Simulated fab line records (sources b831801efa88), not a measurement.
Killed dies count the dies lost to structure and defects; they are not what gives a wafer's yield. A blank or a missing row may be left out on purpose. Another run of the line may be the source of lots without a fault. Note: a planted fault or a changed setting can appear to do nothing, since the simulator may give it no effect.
fab line records	flow gf180mcu
record: lots: 24	wafers: 72	lastDay: 34
route steps=602 shown M1@316 V2@400 V3@444 V4@494 TOP_METAL@570
lots that met no fault: from a run of the same line without faults
startH: start of the lot's first displayed wafer, in hours after the record's first day	waitH: hours from the lot's prior step to this one	" the same as in the row above	L1.1+2: a row that stands for several wafers	- value missing, or start not given	* or withheld: withheld	< > ~ a bound
route shown NAME@n: names a module that has steps shown in the file, with the first one's number in the route	usual: mean/standard deviation taken from wafers without a fault	same: alike in all rows	chamber/n: place in a boat	sites: per-site readings	_std_site: standard deviation across them	_edge_site: inner sites' mean taken away from outer sites' mean	radiusMm: for every site, how far away it sits from the centre of the wafer	mask NAME#n: copy n	behind: the last tool/chamber to shape the wafer	hold: why the lot went on hold/how many hours it stayed there/how the hold came to an end	device: names the non-switching transistor (n, p or np)	end of line: tests of these same wafers at the route's end	where a step has no rows: the recipe by itself	killed: dies lost to structure and defects at the first sort, not the wafer's yield	map: per-die view of a wafer (x killed, . not killed, _ where there is no die)
set.NAME: setting as actually run; set.NAME@STEP: the setting as run at that earlier step	model.NAME: the simulator's own value behind a step, which no gauge read
steps of the route over a sample of lots; a table a step, a row a wafer
services: from which hour (startH, from the record's first day; less than 0 if before it) a tool's chamber was out of use, for how many hours, and why
== steps ==
step: GF_M1_SPUTTER_01
recipe: material: TiN	targetThkNm: 30	powerW: 6500	timeS: 25	chamberPressurePa: 0.4
usual: throttleValvePct: 29.6/0.77
lot.wafer	tool	chamber	startH	waitH	throttleValvePct
L074.2	pvdSputter-02	-	363.40	0.1	28.7
L074.5	"	-	"	"	30.3
L074.6	"	-	"	"	30.0
L075.2	pvdSputter-03	-	369.24	0.1	28.9
L075.3	"	-	"	"	30.0
L075.4	"	-	"	"	29.2
L076.1	pvdSputter-02	-	379.60	0.1	28.5
L076.4	"	-	"	"	30.3
L076.5	"	-	"	"	29.8
L077.2	pvdSputter-02	-	384.14	0.1	30.3
L077.5	"	-	"	"	28.3
L077.6	"	-	"	"	30.1
L078.1	pvdSputter-01	-	397.24	0.1	31.6
L078.3	"	-	"	"	30.4
L078.5	"	-	"	"	31.7
L079.2	pvdSputter-03	-	412.38	0.1	29.4
L079.3	"	-	"	"	29.0
L079.4	"	-	"	"	30.0
L080.2	pvdSputter-02	-	419.79	0.1	28.4
L080.3	"	-	"	"	28.8
L080.4	"	-	"	"	30.0
L081.2	pvdSputter-01	-	429.36	0.1	31.8
L081.4	"	-	"	"	30.2
L081.6	"	-	"	"	30.1
L082.1	pvdSputter-03	-	438.65	0.1	30.3
L082.4	"	-	"	"	29.5
L082.6	"	-	"	"	29.0
L083.1	pvdSputter-02	-	443.49	0.1	28.4
L083.2	"	-	"	"	28.7
L083.6	"	-	"	"	30.0
L084.3	pvdSputter-03	-	461.75	0.1	28.9
L084.4	"	-	"	"	29.3
L084.6	"	-	"	"	29.4
L085.2	pvdSputter-02	-	466.42	0.1	28.2
L085.3	"	-	"	"	30.2
L085.6	"	-	"	"	30.0
L086.2	pvdSputter-02	-	470.69	0.1	28.9
L086.5	"	-	"	"	30.3
L086.6	"	-	"	"	29.9
L087.2	pvdSputter-02	-	478.55	0.1	28.9
L087.5	"	-	"	"	28.7
L087.6	"	-	"	"	28.5
L088.1	pvdSputter-03	-	486.15	0.1	29.1
L088.3	"	-	"	"	29.3
L088.5	"	-	"	"	29.1
L089.2	pvdSputter-03	-	495.93	0.1	29.3
L089.4	"	-	"	"	29.2
L089.6	"	-	"	"	29.6
L090.1	pvdSputter-03	-	502.04	0.1	29.5
L090.4	"	-	"	"	29.3
L090.6	"	-	"	"	29.4
L091.1	pvdSputter-02	-	508.74	0.1	28.6
L091.4	"	-	"	"	30.1
L091.5	"	-	"	"	30.0
L092.2	pvdSputter-03	-	519.49	0.1	30.0
L092.3	"	-	"	"	29.0
L092.4	"	-	"	"	29.1
L093.1	pvdSputter-01	-	530.65	0.1	31.5
L093.2	"	-	"	"	30.4
L093.6	"	-	"	"	30.1
L094.2	pvdSputter-02	-	538.22	0.1	28.6
L094.4	"	-	"	"	28.1
L094.5	"	-	"	"	28.2
L095.4	pvdSputter-02	-	545.32	0.1	28.5
L095.5	"	-	"	"	30.1
L095.6	"	-	"	"	30.0
L096.1	pvdSputter-02	-	555.80	0.1	30.1
L096.3	"	-	"	"	30.3
L096.4	"	-	"	"	28.8
L097.1	pvdSputter-03	-	556.75	0.1	29.1
L097.2	"	-	"	"	29.4
L097.3	"	-	"	"	29.1
step: GF_V2_STRIP_18
recipe: chemistry: O2/N2	powerW: 1400	pressureMtorr: 1500	platenTempC: 250	o2FlowSccm: 3000	n2FlowSccm: 300	overashFraction: 0.5
usual: drypumpMotorCurrentA: 5.90/0.2	heaterPowerW: 333/17	o2FlowSccm: 2999/8.3	oesProductAu: 0.592/0.0049
lot.wafer	tool	chamber	startH	waitH	drypumpMotorCurrentA	heaterPowerW	o2FlowSccm	oesProductAu	rfHoursCounterH
L074.2	plasmaAsher-03	1	460.58	-	6.17	333	2984	0.585	84
L074.5	"	1	"	"	6.20	343	2988	0.587	-
L074.6	"	0	"	"	5.79	325	2994	0.591	-
L075.2	plasmaAsher-01	1	468.53	-	6.00	360	3000	0.589	38
L075.3	"	1	"	"	6.01	359	2991	0.593	-
L075.4	"	0	"	"	5.79	322	3001	0.589	-
L076.1	plasmaAsher-02	1	478.37	-	6.07	312	3012	0.589	67
L076.4	"	1	"	"	6.07	312	3002	0.591	-
L076.5	"	1	"	"	6.10	313	3001	0.596	-
L077.2	plasmaAsher-01	0	484.68	-	5.76	309	2976	0.589	40
L077.5	"	0	"	"	5.78	325	2988	0.588	-
L077.6	"	1	"	"	5.99	355	2988	0.588	-
L078.1	plasmaAsher-01	0	498.13	-	5.76	314	3005	0.592	41
L078.3	"	1	"	"	5.95	361	3010	0.588	-
L078.5	"	1	"	"	5.98	361	3009	0.584	-
L079.2	plasmaAsher-03	0	513.38	-	5.88	326	2990	0.595	89
L079.3	"	0	"	"	5.90	332	3003	0.591	-
L079.4	"	1	"	"	6.16	336	2991	0.597	-
L080.2	plasmaAsher-03	1	520.68	-	6.17	338	3006	0.589	90
L080.3	"	1	"	"	6.16	340	3006	0.594	-
L080.4	"	0	"	"	5.81	320	2996	0.596	-
L081.2	plasmaAsher-02	0	529.27	-	5.58	348	2994	0.589	73
L081.4	"	1	"	"	6.11	312	2993	0.587	-
L081.6	"	1	"	"	6.09	313	2998	0.587	-
L082.1	plasmaAsher-03	0	538.57	-	5.82	325	3004	0.591	92
L082.4	"	1	"	"	6.19	335	3017	0.589	-
L082.6	"	1	"	"	6.16	343	3008	0.595	-
L083.1	plasmaAsher-01	0	542.52	-	5.83	316	2998	0.598	46
L083.2	"	1	"	"	6.02	357	2999	0.596	46
L083.6	"	1	"	"	6.00	363	2996	0.582	-
L084.3	plasmaAsher-03	0	560.97	-	5.82	322	2979	0.584	-
L084.4	"	1	"	"	6.16	342	3007	0.593	-
L084.6	"	1	"	"	6.16	332	2991	0.592	-
L085.2	plasmaAsher-02	1	564.03	-	6.07	313	2998	0.586	76
L085.3	"	1	"	"	6.05	311	2997	0.590	-
L085.6	"	1	"	"	6.07	316	3002	0.588	-
L086.2	plasmaAsher-01	0	567.58	-	5.80	315	2991	0.595	48
L086.5	"	0	"	"	5.81	317	3016	0.599	-
L086.6	"	1	"	"	5.99	364	2998	0.600	-
L087.2	plasmaAsher-02	1	573.97	-	6.12	303	2993	0.599	78
L087.5	"	0	"	"	5.61	340	3006	0.593	-
L087.6	"	1	"	"	6.08	316	3007	0.585	-
L088.1	plasmaAsher-02	1	582.27	-	6.13	306	3001	0.592	78
L088.3	"	0	"	"	5.59	341	3001	0.591	-
L088.5	"	0	"	"	5.61	342	2996	0.600	-
L089.2	plasmaAsher-02	0	591.72	-	5.60	340	2990	0.589	79
L089.4	"	1	"	"	6.03	307	2997	0.598	-
L089.6	"	0	"	"	5.61	346	3002	0.593	-
L090.1	plasmaAsher-01	0	594.52	-	5.78	316	3006	0.591	51
L090.4	"	0	"	"	5.78	324	3009	0.592	-
L090.6	"	1	"	"	6.04	358	3004	0.594	-
L091.1	plasmaAsher-03	0	601.02	-	5.84	315	2988	0.600	99
L091.4	"	0	"	"	5.84	325	2996	0.596	-
L091.5	"	0	"	"	5.84	324	3005	0.584	-
L092.2	plasmaAsher-01	1	611.13	-	6.00	351	2996	0.589	53
L092.3	"	0	"	"	5.78	315	2991	0.585	-
L092.4	"	1	"	"	6.03	360	3005	0.595	-
L093.1	plasmaAsher-02	0	621.17	-	5.58	352	2992	0.589	83
L093.2	"	1	"	"	6.04	311	3008	0.597	83
L093.6	"	1	"	"	6.11	317	3001	0.592	-
L094.2	plasmaAsher-02	1	628.18	-	6.07	315	3009	0.577	83
L094.4	"	1	"	"	6.04	315	3007	0.589	-
L094.5	"	0	"	"	5.61	341	3002	0.588	-
L095.4	plasmaAsher-01	1	636.16	-	6.01	361	2982	0.600	-
L095.5	"	1	"	"	6.04	352	2995	0.593	-
L095.6	"	0	"	"	5.77	319	2999	0.588	-
L096.1	plasmaAsher-02	1	645.07	-	6.06	310	3004	0.592	85
L096.3	"	0	"	"	5.59	350	3003	0.595	-
L096.4	"	1	"	"	6.15	311	3007	0.593	-
L097.1	plasmaAsher-03	0	645.68	-	5.86	324	2996	0.593	104
L097.2	"	1	"	"	6.12	332	2992	0.590	104
L097.3	"	0	"	"	5.80	316	2997	0.597	-
step: GF_V3_OVL_MEAS_15
usual: V3_OVL: 0/5.7
lot.wafer	tool	chamber	startH	waitH	V3_OVL[nm]
L074.2	overlay-01	-	512.04	0.1	-8
L074.5	"	-	"	"	-11
L074.6	"	-	"	"	-13
L075.2	overlay-02	-	518.92	0.1	-6
L075.3	"	-	"	"	3
L075.4	"	-	"	"	-4
L076.1	overlay-02	-	528.27	0.1	8
L076.4	"	-	"	"	6
L076.5	"	-	"	"	1
L077.2	overlay-02	-	533.71	0.1	6
L077.5	"	-	"	"	-5
L077.6	"	-	"	"	6
L078.1	overlay-01	-	547.37	0.1	2
L078.3	"	-	"	"	4
L078.5	"	-	"	"	9
L079.2	overlay-01	-	561.43	0.1	3
L079.3	"	-	"	"	4
L079.4	"	-	"	"	-3
L080.2	overlay-01	-	568.97	0.1	-1
L080.3	"	-	"	"	1
L080.4	"	-	"	"	3
L081.2	overlay-02	-	577.39	0.1	2
L081.4	"	-	"	"	8
L081.6	"	-	"	"	-4
L082.1	overlay-01	-	586.24	0.1	-2
L082.4	"	-	"	"	0
L082.6	"	-	"	"	-6
L083.1	overlay-01	-	588.25	0.1	4
L083.2	"	-	"	"	-6
L083.6	"	-	"	"	-6
L084.3	overlay-01	-	607.20	0.1	-1
L084.4	"	-	"	"	10
L084.6	"	-	"	"	5
L085.2	overlay-01	-	609.61	0.1	-4
L085.3	"	-	"	"	0
L085.6	"	-	"	"	-1
L086.2	overlay-01	-	613.02	0.1	7
L086.5	"	-	"	"	11
L086.6	"	-	"	"	1
L087.2	overlay-01	-	618.54	0.1	-8
L087.5	"	-	"	"	7
L087.6	"	-	"	"	-6
L088.1	overlay-02	-	626.43	0.1	-5
L088.3	"	-	"	"	-3
L088.5	"	-	"	"	-4
L089.2	overlay-01	-	636.02	0.1	0
L089.4	"	-	"	"	-4
L089.6	"	-	"	"	-2
L090.1	overlay-01	-	638.70	0.1	11
L090.4	"	-	"	"	4
L090.6	"	-	"	"	4
L091.1	overlay-02	-	644.57	0.1	8
L091.4	"	-	"	"	1
L091.5	"	-	"	"	7
L092.2	overlay-01	-	654.99	0.1	3
L092.3	"	-	"	"	-1
L092.4	"	-	"	"	2
L093.1	overlay-02	-	663.85	0.1	-4
L093.2	"	-	"	"	-5
L093.6	"	-	"	"	-4
L094.2	overlay-01	-	670.34	0.1	-4
L094.4	"	-	"	"	5
L094.5	"	-	"	"	3
L095.4	overlay-02	-	679.14	0.1	3
L095.5	"	-	"	"	-7
L095.6	"	-	"	"	3
L096.1	overlay-01	-	685.72	0.1	1
L096.3	"	-	"	"	1
L096.4	"	-	"	"	6
L097.1	overlay-02	-	686.23	0.1	12
L097.2	"	-	"	"	4
L097.3	"	-	"	"	9
step: GF_V4_STRIP_18
recipe: chemistry: O2/N2	powerW: 1400	pressureMtorr: 1500	platenTempC: 250	o2FlowSccm: 3000	n2FlowSccm: 300	overashFraction: 0.5
usual: drypumpMotorCurrentA: 5.92/0.2	heaterPowerW: 334/17	o2FlowSccm: 3000/9	oesProductAu: 0.592/0.0051
lot.wafer	tool	chamber	startH	waitH	drypumpMotorCurrentA	heaterPowerW	o2FlowSccm	oesProductAu	rfHoursCounterH
L074.2	plasmaAsher-03	1	560.42	-	6.20	348	2997	0.587	94
L074.5	"	1	"	"	6.21	337	3001	0.596	-
L074.6	"	0	"	"	5.79	326	2982	0.596	-
L075.2	plasmaAsher-02	1	566.87	-	6.12	326	2992	0.588	77
L075.3	"	1	"	"	6.03	305	2992	0.596	-
L075.4	"	0	"	"	5.60	346	2994	0.593	-
L076.1	plasmaAsher-01	1	575.97	-	6.01	375	3005	0.595	49
L076.4	"	1	"	"	5.99	363	2996	0.588	-
L076.5	"	0	"	"	5.82	325	2998	0.585	-
L077.2	plasmaAsher-01	0	580.88	-	5.81	319	3008	0.596	50
L077.5	"	0	"	"	5.82	321	2999	0.593	-
L077.6	"	1	"	"	6.02	355	3005	0.594	-
L078.1	plasmaAsher-02	1	594.17	-	6.05	316	2987	0.585	80
L078.3	"	0	"	"	5.59	354	3003	0.598	-
L078.5	"	0	"	"	5.60	340	3000	0.592	-
L079.2	plasmaAsher-03	1	608.02	-	6.16	332	2994	0.587	100
L079.3	"	1	"	"	6.17	341	2996	0.591	-
L079.4	"	0	"	"	5.84	324	3004	0.586	-
L080.2	plasmaAsher-02	1	615.27	-	6.09	315	2986	0.598	82
L080.3	"	1	"	"	6.10	316	2997	0.586	-
L080.4	"	0	"	"	5.62	342	3011	0.590	-
L081.2	plasmaAsher-03	1	622.08	-	6.17	332	2992	0.590	101
L081.4	"	0	"	"	5.82	322	2997	0.586	-
L081.6	"	0	"	"	5.84	330	3011	0.589	-
L082.1	plasmaAsher-03	1	630.77	-	6.17	335	2995	0.598	102
L082.4	"	0	"	"	5.77	326	2999	0.593	-
L082.6	"	1	"	"	6.15	333	2989	0.599	-
L083.1	plasmaAsher-01	0	633.83	-	5.81	315	3009	0.593	55
L083.2	"	1	"	"	6.00	357	2998	0.594	55
L083.6	"	0	"	"	5.78	306	2985	0.594	-
L084.3	plasmaAsher-02	1	651.00	-	6.10	311	3006	0.594	-
L084.4	"	0	"	"	5.61	347	3009	0.593	-
L084.6	"	0	"	"	5.59	352	3009	0.594	-
L085.2	plasmaAsher-02	1	653.52	-	6.11	306	3000	0.598	86
L085.3	"	1	"	"	6.11	313	3002	0.583	-
L085.6	"	0	"	"	5.59	349	3017	0.580	-
L086.2	plasmaAsher-01	0	657.32	-	5.82	315	2997	0.594	57
L086.5	"	0	"	"	5.80	321	3000	0.590	-
L086.6	"	1	"	"	6.01	363	3003	0.598	-
L087.2	plasmaAsher-03	0	662.28	-	5.82	323	2993	0.588	106
L087.5	"	0	"	"	5.83	324	3007	0.589	-
L087.6	"	1	"	"	6.17	335	2997	0.591	-
L088.1	plasmaAsher-02	1	669.48	-	6.10	310	3000	0.592	87
L088.3	"	1	"	"	6.05	315	2999	0.594	-
L088.5	"	0	"	"	5.61	351	3001	0.588	-
L089.2	plasmaAsher-03	0	679.17	-	5.80	323	3000	0.587	108
L089.4	"	0	"	"	5.83	323	3011	0.592	-
L089.6	"	0	"	"	5.82	324	2995	0.591	-
L090.1	plasmaAsher-03	0	681.08	-	5.82	323	3007	0.586	108
L090.4	"	0	"	"	5.80	322	3004	0.587	-
L090.6	"	0	"	"	5.79	322	3006	0.586	-
L091.1	plasmaAsher-03	0	686.17	-	5.82	327	2999	0.593	109
L091.4	"	1	"	"	6.20	343	2994	0.589	-
L091.5	"	0	"	"	5.85	327	3002	0.604	-
L092.2	plasmaAsher-03	1	695.92	-	6.14	339	3010	0.598	110
L092.3	"	1	"	"	6.19	343	2989	0.590	-
L092.4	"	0	"	"	5.83	319	2997	0.582	-
L093.1	plasmaAsher-01	0	704.73	-	5.79	323	3003	0.589	62
L093.2	"	1	"	"	6.01	359	3018	0.595	62
L093.6	"	1	"	"	5.97	364	2997	0.583	-
L094.2	plasmaAsher-02	0	710.42	-	5.59	350	3024	0.592	92
L094.4	"	0	"	"	5.59	356	3017	0.591	-
L094.5	"	0	"	"	5.59	347	3018	0.596	-
L095.4	plasmaAsher-01	1	719.45	-	6.03	365	2992	0.601	-
L095.5	"	1	"	"	5.96	359	2993	0.588	-
L095.6	"	0	"	"	5.80	326	2969	0.594	-
L096.1	plasmaAsher-02	1	725.37	-	6.08	318	3007	0.587	94
L096.3	"	1	"	"	6.09	315	2998	0.595	-
L096.4	"	0	"	"	5.61	350	3011	0.596	-
L097.1	plasmaAsher-01	1	725.43	-	5.97	358	3015	0.604	65
L097.2	"	0	"	"	5.80	324	3008	0.587	65
L097.3	"	1	"	"	6.00	357	3008	0.587	-
step: GF_TOP_METAL_SPUTTER_03
recipe: material: Ti	targetThkNm: 5	substrateTempC: 300	chamberPressurePa: 0.3	powerW: 3000	timeS: 3.3
usual: throttleValvePct: 29.7/0.88
lot.wafer	tool	chamber	startH	waitH	throttleValvePct
L074.2	pvdSputter-02	-	629.88	0.0	28.9
L074.5	"	-	"	"	28.3
L074.6	"	-	"	"	30.0
L075.2	pvdSputter-02	-	634.84	0.0	30.0
L075.3	"	-	"	"	28.6
L075.4	"	-	"	"	28.2
L076.1	pvdSputter-01	-	642.64	0.0	30.3
L076.4	"	-	"	"	30.2
L076.5	"	-	"	"	31.6
L077.2	pvdSputter-04	-	648.01	0.0	29.8
L077.5	"	-	"	"	29.1
L077.6	"	-	"	"	29.5
L078.1	pvdSputter-01	-	660.07	0.0	30.1
L078.3	"	-	"	"	30.4
L078.5	"	-	"	"	29.9
L079.2	pvdSputter-01	-	672.20	0.0	30.3
L079.3	"	-	"	"	29.4
L079.4	"	-	"	"	30.2
L080.2	pvdSputter-02	-	679.86	0.0	28.5
L080.3	"	-	"	"	30.3
L080.4	"	-	"	"	28.6
L081.2	pvdSputter-02	-	685.90	0.0	28.7
L081.4	"	-	"	"	30.2
L081.6	"	-	"	"	28.6
L082.1	pvdSputter-01	-	694.37	0.0	30.6
L082.4	"	-	"	"	29.2
L082.6	"	-	"	"	30.3
L083.1	pvdSputter-02	-	696.86	0.0	28.6
L083.2	"	-	"	"	30.1
L083.6	"	-	"	"	30.3
L084.3	pvdSputter-02	-	712.97	0.0	28.8
L084.4	"	-	"	"	30.4
L084.6	"	-	"	"	30.1
L085.2	pvdSputter-04	-	714.74	0.0	29.5
L085.3	"	-	"	"	29.7
L085.6	"	-	"	"	29.8
L086.2	pvdSputter-01	-	718.72	0.0	30.3
L086.5	"	-	"	"	31.6
L086.6	"	-	"	"	30.3
L087.2	pvdSputter-02	-	724.08	0.0	28.5
L087.5	"	-	"	"	28.7
L087.6	"	-	"	"	28.4
L088.1	pvdSputter-02	-	727.87	0.0	30.4
L088.3	"	-	"	"	30.2
L088.5	"	-	"	"	30.1
L089.2	pvdSputter-04	-	740.01	0.0	29.3
L089.4	"	-	"	"	29.8
L089.6	"	-	"	"	29.4
L090.1	pvdSputter-01	-	740.24	0.0	30.0
L090.4	"	-	"	"	31.8
L090.6	"	-	"	"	30.4
L091.1	pvdSputter-04	-	744.56	0.0	29.5
L091.4	"	-	"	"	29.2
L091.5	"	-	"	"	29.5
L092.2	pvdSputter-02	-	753.61	0.0	30.2
L092.3	"	-	"	"	30.2
L092.4	"	-	"	"	30.0
L093.1	pvdSputter-04	-	762.26	0.0	29.8
L093.2	"	-	"	"	29.4
L093.6	"	-	"	"	29.8
L094.2	pvdSputter-02	-	765.23	0.0	30.1
L094.4	"	-	"	"	28.8
L094.5	"	-	"	"	30.2
L095.4	pvdSputter-02	-	774.79	0.0	30.2
L095.5	"	-	"	"	28.8
L095.6	"	-	"	"	30.2
L097.1	pvdSputter-04	-	779.92	0.0	29.4
L097.2	"	-	"	"	29.0
L097.3	"	-	"	"	29.7
L096.1	pvdSputter-02	-	780.22	0.0	28.4
L096.3	"	-	"	"	30.0
L096.4	"	-	"	"	30.3
step: GF_TOP_METAL_RS_MEAS_05
recipe: thkMeasGauge: four-point-probe	reads: TiN_of_TOP_METAL_SPUTTER_04+Ti_of_TOP_METAL_SPUTTER_03+AlCu_of_TOP_METAL_SPUTTER_02+TiN_of_TOP_METAL_SPUTTER_01+Ti_of_TOP_METAL_SPUTTER_00
usual: TOP_METAL_ALCU_RS: 0.03294/0.00025
lot.wafer	tool	chamber	startH	waitH	TOP_METAL_ALCU_RS[ohm/sq]
L074.2	filmMetro-04	-	629.95	0.0	0.03289
L074.5	"	-	"	"	0.03313
L074.6	"	-	"	"	0.0331
L075.2	filmMetro-04	-	634.90	0.0	0.03276
L075.3	"	-	"	"	0.03308
L075.4	"	-	"	"	0.03309
L076.1	filmMetro-03	-	642.68	0.0	0.03292
L076.4	"	-	"	"	0.03298
L076.5	"	-	"	"	0.03288
L077.2	filmMetro-04	-	648.08	0.0	0.03282
L077.5	"	-	"	"	0.03351
L077.6	"	-	"	"	0.03286
L078.1	filmMetro-01	-	660.12	0.0	0.03318
L078.3	"	-	"	"	0.03297
L078.5	"	-	"	"	0.03309
L079.2	filmMetro-01	-	672.27	0.0	0.03298
L079.3	"	-	"	"	0.03293
L079.4	"	-	"	"	0.03261
L080.2	filmMetro-04	-	679.92	0.0	0.03292
L080.3	"	-	"	"	0.0326
L080.4	"	-	"	"	0.03259
L081.2	filmMetro-03	-	685.96	0.0	0.03228
L081.4	"	-	"	"	0.03246
L081.6	"	-	"	"	0.0325
L082.1	filmMetro-01	-	694.42	0.0	0.03288
L082.4	"	-	"	"	0.03273
L082.6	"	-	"	"	0.03289
L083.1	filmMetro-01	-	696.91	0.0	0.0326
L083.2	"	-	"	"	0.03283
L083.6	"	-	"	"	0.03269
L084.3	filmMetro-01	-	713.06	0.1	0.0325
L084.4	"	-	"	"	0.03256
L084.6	"	-	"	"	0.03256
L085.2	filmMetro-01	-	714.81	0.0	0.03297
L085.3	"	-	"	"	0.03293
L085.6	"	-	"	"	0.03286
L086.2	filmMetro-01	-	718.78	0.0	0.0331
L086.5	"	-	"	"	0.03294
L086.6	"	-	"	"	0.03325
L087.2	filmMetro-03	-	724.15	0.0	0.03287
L087.5	"	-	"	"	0.03303
L087.6	"	-	"	"	0.03313
L088.1	filmMetro-01	-	727.92	0.0	0.03302
L088.3	"	-	"	"	0.03342
L088.5	"	-	"	"	0.03327
L089.2	filmMetro-03	-	740.08	0.0	0.03331
L089.4	"	-	"	"	0.03351
L089.6	"	-	"	"	0.03346
L090.1	filmMetro-04	-	740.28	0.0	0.03326
L090.4	"	-	"	"	0.03342
L090.6	"	-	"	"	0.03345
L091.1	filmMetro-01	-	744.61	0.0	0.03289
L091.4	"	-	"	"	0.03312
L091.5	"	-	"	"	0.03292
L092.2	filmMetro-01	-	753.68	0.0	0.03318
L092.3	"	-	"	"	0.03333
L092.4	"	-	"	"	0.03309
L093.1	filmMetro-01	-	762.31	0.0	0.03314
L093.2	"	-	"	"	0.03277
L093.6	"	-	"	"	0.03306
L094.2	filmMetro-01	-	765.29	0.0	0.03287
L094.4	"	-	"	"	0.0327
L094.5	"	-	"	"	0.03269
L095.4	filmMetro-03	-	774.89	0.1	0.03321
L095.5	"	-	"	"	0.03276
L095.6	"	-	"	"	0.03286
L097.1	filmMetro-03	-	779.97	0.0	0.03258
L097.2	"	-	"	"	0.03299
L097.3	"	-	"	"	0.03277
L096.1	filmMetro-01	-	780.27	0.0	0.03299
L096.3	"	-	"	"	0.03319
L096.4	"	-	"	"	0.03317
== services ==
tool	chamber	startH	hours	kind
plasmaAsher-01	-	340.65	0.5	repair
pvdSputter-01	-	352.46	1.7	repair
plasmaAsher-03	-	355.53	1.5	repair
pvdSputter-02	-	381.10	1.7	repair
pvdSputter-04	-	385.60	0.6	repair
pvdSputter-02	-	394.85	4.6	repair
pvdSputter-04	-	401.00	3.5	repair
pvdSputter-01	-	406.68	1.0	repair
pvdSputter-02	-	407.13	5.5	repair
pvdSputter-03	-	414.80	15.3	repair
pvdSputter-03	-	417.07	2.0	repair
plasmaAsher-03	-	430.27	4.6	repair
pvdSputter-03	-	451.74	9.8	repair
plasmaAsher-01	-	452.13	11.7	repair
pvdSputter-03	-	622.97	2.4	repair
plasmaAsher-01	-	674.03	2.6	repair
pvdSputter-02	-	697.51	4.8	repair
pvdSputter-01	-	700.10	15.1	repair
plasmaAsher-01	-	708.36	1.1	repair
pvdSputter-01	-	708.82	9.3	repair
plasmaAsher-03	-	717.22	3.5	repair
plasmaAsher-03	-	733.75	9.0	pm
plasmaAsher-01	-	766.31	1.2	repair
pvdSputter-01	-	778.21	0.5	repair
== key ==
fault none
